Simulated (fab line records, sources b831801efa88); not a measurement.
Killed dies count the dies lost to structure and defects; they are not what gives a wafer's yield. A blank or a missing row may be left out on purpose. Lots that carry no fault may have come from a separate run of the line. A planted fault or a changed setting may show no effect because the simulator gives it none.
Which of the tools did it? ; flow sfq_line ; Sampling: 13 lots, 38 wafers, 2 of 325 route steps

== WHAT EACH GAUGE READ, for each wafer ==
Not one reading of a measure or inspect step in the record can be checked against a usual standard deviation.

== EACH LOT AND THE TOOL THAT RAN IT (in order: tool; ch and the chambers of the sampled wafers; start) ==
lot;SFQ_TRILAYER_A5C_DEP_PECVD_142;SFQ_TRILAYER_C5_ETCH_VIA_ETCH_154
L504;pecvd-04 ch 0,2, day 52 01:19;rie_diel-01 ch 2, day 57 07:08
L506;pecvd-02 ch 0,2, day 52 07:20;rie_diel-04 ch 2,3, day 57 19:32
L507;pecvd-03 ch 0,1,2, day 52 09:43;rie_diel-04 ch 0,3, day 57 21:56
L508;pecvd-04 ch 0,1,2, day 53 06:07;rie_diel-01 ch 0,3, day 59 00:45
L509;pecvd-03 ch 0,1,2, day 53 07:19;rie_diel-03 ch 0,1,2, day 59 01:57
L510;pecvd-03 ch 0,2, day 53 20:04;rie_diel-01 ch 0,2, day 59 13:57
L511;pecvd-02 ch 0,1, day 53 23:40;rie_diel-04 ch 0,2,3, day 59 17:33
L512;pecvd-02 ch 0,1,2, day 54 04:28;rie_diel-04 ch 0,1,3, day 59 23:33
L513;pecvd-04 ch 0,1,2, day 54 05:40;rie_diel-01 ch 0,1, day 60 00:45
L517;pecvd-02 ch 1, day 56 04:22;rie_diel-03 ch 2,3, day 61 18:06
L523;pecvd-04 ch 1,2, day 57 16:47;rie_diel-04 ch 0,2,3, day 63 10:24
L526;pecvd-04 ch 0,1,2, day 58 03:50;rie_diel-03 ch 0,1,2, day 63 22:24
L527;pecvd-02 ch 0,2, day 58 05:59;rie_diel-01 ch 0,1,2, day 64 03:12
- SFQ_TRILAYER_A5C_DEP_PECVD_142: deposits SiO2 from SiH4/N2O, time 15.556 s, target thk 70 nm.
- SFQ_TRILAYER_C5_ETCH_VIA_ETCH_154: etches SiO2 in CHF3, stops on Nb, target depth 84 nm.

== AS READ BY THE TOOLS THEMSELVES (means over the sampled wafers that have a number; for cases with no such wafer, the mark the record gives instead) ==
SFQ_TRILAYER_A5C_DEP_PECVD_142. Usual: heater_power_w 76 W, standard deviation 16; throttle_valve_pct 25.1 %, standard deviation 1.
lot;tool;heater_power_w (W);throttle_valve_pct (%);flag
L504;pecvd-04;75;25.2;
L506;pecvd-02;83;25.2;
L507;pecvd-03;86;23.0;
L508;pecvd-04;74;25.4;
L509;pecvd-03;89;23.1;
L510;pecvd-03;100;23.0;
L511;pecvd-02;58;25.6;
L512;pecvd-02;74;25.4;
L513;pecvd-04;72;25.5;
L517;pecvd-02;52;25.5;
L523;pecvd-04;74;25.8;
L526;pecvd-04;78;25.4;
L527;pecvd-02;94;25.5;

SFQ_TRILAYER_C5_ETCH_VIA_ETCH_154. Usual: bias_w 80.01 W, standard deviation 0.23; drypump_motor_current_A 5.8 A, standard deviation 0.36; oes_product_au 0.892 a.u., standard deviation 0.0095.
lot;tool;bias_w (W);drypump_motor_current_A (A);oes_product_au (a.u.);flag
L504;rie_diel-01;79.99;6.1;0.886;
L506;rie_diel-04;79.80;5.8;0.896;
L507;rie_diel-04;80.09;5.7;0.892;
L508;rie_diel-01;80.04;5.4;0.888;
L509;rie_diel-03;79.92;6.0;0.891;
L510;rie_diel-01;80.05;5.2;0.894;
L511;rie_diel-04;80.05;5.8;0.888;
L512;rie_diel-04;80.10;5.8;0.906;
L513;rie_diel-01;79.85;5.5;0.884;
L517;rie_diel-03;79.85;5.6;0.881;
L523;rie_diel-04;79.93;5.8;0.890;
L526;rie_diel-03;80.07;6.0;0.897;
L527;rie_diel-01;79.98;5.6;0.895;

== THE ANSWER, worked out from the rows above alone ==
Rule: a lot is off if the mean of its wafers that have a number lies more than 3 standard deviations from the usual mean. Also off: a lot with no number at a reading for which 4 or more lots have one. The other lots that the step has rows for count as sound. Order of review: gauges by route order, followed by the tools' own readings, for which a lot's mean as printed above is used. At the first step where some lot is off, the reading lying furthest off is the one used; lots without a number count as furthest.
None of the lots is off at any reading shown; this tells nothing.

== WHAT WAS PUT IN BY THE SIMULATOR ==
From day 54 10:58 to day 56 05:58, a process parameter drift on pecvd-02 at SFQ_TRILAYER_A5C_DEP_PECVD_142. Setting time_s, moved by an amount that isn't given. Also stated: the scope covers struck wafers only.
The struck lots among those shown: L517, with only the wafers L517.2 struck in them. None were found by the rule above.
